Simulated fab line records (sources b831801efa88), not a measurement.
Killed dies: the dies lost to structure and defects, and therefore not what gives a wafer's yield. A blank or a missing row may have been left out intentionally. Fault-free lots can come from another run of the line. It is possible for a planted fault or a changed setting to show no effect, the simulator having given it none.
Chamber matching + flow gf180mcu + GF_V4_CVD_02 on pecvd-02: 3 sister chambers
The step deposits SiO2 from TEOS, target thk 850 nm, time 94.851 s. 6 wafers are shown with their chamber, then 8 later ones without.

== WAFERS PAIRED WITH THEIR CHAMBERS ==
| wafer  | chamber | heater-power-w (W) |
|--------|---------|--------------------|
| L721.4 | 2       | 578                |
| L723.4 | 2       | 720                |
| L723.6 | 1       | 588                |
| L726.3 | 1       | 568                |
| L726.4 | 0       | 560                |
| L729.3 | 0       | 574                |

== WAFERS WHOSE CHAMBER IS MISSING ==
| wafer  | heater-power-w (W) |
|--------|--------------------|
| L729.4 | 704                |
| L729.6 | 485                |
| L730.1 | 626                |
| L730.3 | 675                |
| L730.5 | 471                |
| L732.3 | 560                |
| L732.4 | 466                |
| L732.6 | 572                |

== WHICH CHAMBER EACH WENT THROUGH ==
| wafer  | from the rows above          | in truth |
|--------|------------------------------|----------|
| L729.4 | can't be placed: 2 or 1 or 0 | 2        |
| L729.6 | can't be placed: 0 or 1 or 2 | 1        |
| L730.1 | can't be placed: 2 or 1 or 0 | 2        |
| L730.3 | can't be placed: 2 or 1 or 0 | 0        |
| L730.5 | can't be placed: 0 or 1 or 2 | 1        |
| L732.3 | can't be placed: 0 or 1 or 2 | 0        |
| L732.4 | can't be placed: 0 or 1 or 2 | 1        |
| L732.6 | can't be placed: 0 or 1 or 2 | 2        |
Placed correctly: 0 of 8. From these rows, 8 cannot be placed; in 8 the true chamber is one of the candidates. Number placed wrongly: 0.
How it was worked out, from the rows above alone: a wafer's distance from a chamber is the root of the sum, over the readings, of the square of ((its reading less the chamber's mean) divided by the reading's scatter). The wafer belongs to the nearest chamber; if the next one is less than 2 further off, it can't be placed. The mean given for a chamber averages the wafers shown for that chamber. The scatter is the square root of a quotient: the sum, over the shown wafers, of each reading's squared deviation from its chamber's mean, divided by wafers minus chambers.
